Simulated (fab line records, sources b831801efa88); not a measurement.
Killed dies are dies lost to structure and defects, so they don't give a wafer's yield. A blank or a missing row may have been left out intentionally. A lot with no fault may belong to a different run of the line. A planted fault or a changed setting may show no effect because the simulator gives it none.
Comparing a struck lot with a sound one -- flow gf180mcu -- 43 steps out of a route of 602
Sound: wafers L282.3, L282.4, L282.5. Wafers L292.3, L292.5, L292.6 were the ones struck. The cause comes at the end.
For every step that has rows: the tool of each side, followed by ch and its chambers, followed by its first start. Under that, the readings that differ: sound wafers -- struck wafers -- difference of the means -- sigmas: that difference in standard deviations of wafers without a fault.
alike: readings whose means differ by less than 2 such deviations, and words and numbers that are the same on both sides. not compared: withheld readings, readings that some wafer has no value for, bounds like >300 that may hide the same value, and numbers for which the record gives no deviation and whose values overlap.
The two part at a step that has a row with sigmas, a row that says differs or no value, or rows on one side only. Numbers that don't overlap but have no deviation are shown without sigmas and don't part them. A reading that every wafer of one side lacks parts them only if that side has two wafers or more.

first, 1 step without rows for these wafers: GF_LVPWELL_IMPLANT_09.
GF_LVPWELL_STRIP_10: strips in O2/N2.
  sound on plasmaAsher-02 ch 0,1, day 6 04:41; struck on plasmaAsher-02 ch 0,1, day 8 13:23
  alike: drypumpMotorCurrentA, heaterPowerW, oesProductAu, stripTimeToEndpointS
  not compared: rfHoursCounterH
GF_LVPWELL_TW_MEAS_11:
  sound on filmMetro-02 at day 6 04:47; struck on filmMetro-02 at day 8 13:28
  alike: LVPWELL_TW
then, 7 steps without rows for these wafers: GF_MVSD_DEHYDRATE_00 (time 60 s); GF_MVSD_HMDS_01 (prime time 60 s); GF_MVSD_COAT_02 (resist thk 3000 nm); GF_MVSD_SOFTBAKE_03; GF_MVSD_EXPOSE_04 (exposes mask MVSD, target cd 1000 nm); GF_MVSD_PEB_05; GF_MVSD_DEVELOP_06 (develop time 61.14 s).
GF_MVSD_OVL_MEAS_07:
  sound on overlay-01 at day 6 20:07; struck on overlay-02 at day 9 06:05
  alike: MVSD_OVL
following that, these wafers have no rows for 1 step: GF_MVSD_IMPLANT_08.
GF_MVSD_IMPLANT_09:
  sound on implanter-01 ch 0, day 6 20:20; struck on implanter-02 ch 0, day 9 06:19
reading,sound,struck,difference,sigmas
doseIonsCm2,4.997e+12 4.999e+12 5.002e+12,5.465e+12 5.466e+12 5.466e+12,+4.663e+11,+83
faradayCurrentUA,28.8 27.8 27.6,30.7 31.6 30.4,+2.8,+5
GF_MVSD_STRIP_10: strips in O2/N2.
  sound on plasmaAsher-01 ch 0,1, day 6 20:28; struck on plasmaAsher-01 ch 0,1, day 9 06:26
reading,sound,struck,difference,sigmas
stripTimeToEndpointS (s),37.29 37.27 37.30,36.92 37.00 37.00,-0.31,-3
  alike: drypumpMotorCurrentA, heaterPowerW, oesProductAu
  not compared: rfHoursCounterH
GF_MVSD_TW_MEAS_11:
  sound on filmMetro-03 at day 6 20:33; struck on filmMetro-03 at day 9 06:32
  alike: MVSD_TW
then, 7 steps without rows for these wafers: GF_MVPSD_DEHYDRATE_00 (time 60 s); GF_MVPSD_HMDS_01 (prime time 60 s); GF_MVPSD_COAT_02 (resist thk 3000 nm); GF_MVPSD_SOFTBAKE_03; GF_MVPSD_EXPOSE_04 (exposes mask MVPSD, target cd 1000 nm); GF_MVPSD_PEB_05; GF_MVPSD_DEVELOP_06 (develop time 60 s).
GF_MVPSD_OVL_MEAS_07:
  sound on overlay-02 at day 7 12:26; struck on overlay-01 at day 9 23:02
reading,sound,struck,difference,sigmas
MVPSD_OVL (nm),-1.1 -0.6 -1.0,1.0 2.9 3.0,+3.2,+2
then, 2 steps without rows for these wafers: GF_MVPSD_IMPLANT_08; GF_MVPSD_IMPLANT_09.
GF_MVPSD_STRIP_10: strips in O2/N2.
  sound on plasmaAsher-02 ch 0,1, day 7 12:47; struck on plasmaAsher-03 ch 0,1, day 9 23:23
  alike: drypumpMotorCurrentA, heaterPowerW, oesProductAu, stripTimeToEndpointS
  not compared: rfHoursCounterH
GF_MVPSD_TW_MEAS_11:
  sound on filmMetro-01 at day 7 12:53; struck on filmMetro-01 at day 9 23:29
  alike: MVPSD_TW
then, 7 steps without rows for these wafers: GF_VT_IMPLANT_DEHYDRATE_00 (time 60 s); GF_VT_IMPLANT_HMDS_01 (prime time 60 s); GF_VT_IMPLANT_COAT_02 (resist thk 1000 nm); GF_VT_IMPLANT_SOFTBAKE_03 (time 60 s); GF_VT_IMPLANT_EXPOSE_04 (exposes mask LVPWELL LV AREA, target cd 600 nm); GF_VT_IMPLANT_PEB_05; GF_VT_IMPLANT_DEVELOP_06 (develop time 60 s).
GF_VT_IMPLANT_OVL_MEAS_07:
  sound on overlay-01 at day 8 05:17; struck on overlay-01 at day 10 17:04
  alike: VT_IMPLANT_OVL
following that, these wafers have no rows for 1 step: GF_VT_IMPLANT_IMPLANT_08.
GF_VT_IMPLANT_STRIP_09: strips in O2/N2.
  sound on plasmaAsher-03 ch 0,1, day 8 05:29; struck on plasmaAsher-04 ch 0,1, day 10 17:17
reading,sound,struck,difference,sigmas
stripTimeToEndpointS (s),12.70 12.71 12.73,12.59 12.64 12.57,-0.11,-3
  alike: drypumpMotorCurrentA, heaterPowerW, oesProductAu
  not compared: rfHoursCounterH
GF_VT_IMPLANT_TW_MEAS_10:
  sound on filmMetro-04 at day 8 05:35; struck on filmMetro-03 at day 10 17:22
reading,sound,struck,difference,sigmas
VT_IMPLANT_TW,553 554 553,571 573 572,+19,+2
then, 4 steps without rows for these wafers: GF_VT_IMPLANT_DEHYDRATE_11 (time 60 s); GF_VT_IMPLANT_HMDS_12 (prime time 60 s); GF_VT_IMPLANT_COAT_13 (resist thk 1000 nm); GF_VT_IMPLANT_SOFTBAKE_14 (time 60 s).
-- the record jumps here: 2 days lie between the struck wafers' starts before and after --
GF_VT_IMPLANT_RS_MEAS_46: uses a four-point probe to measure.
  sound on filmMetro-02 at day 10 09:33; struck on filmMetro-01 at day 13 04:20
reading,sound,struck,difference,sigmas
MVSD_RS (ohm/sq),457.8 458.4 458.4,450.2 451.1 451.5,-7.3,-6

WHERE THEY PART
Last at GF_VT_IMPLANT_RS_MEAS_46 as far as this record goes, first at GF_MVSD_IMPLANT_09.

WHY: the cause the simulator had injected
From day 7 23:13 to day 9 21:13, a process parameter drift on implanter-02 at GF_MVSD_IMPLANT_09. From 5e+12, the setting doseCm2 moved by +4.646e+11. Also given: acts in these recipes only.
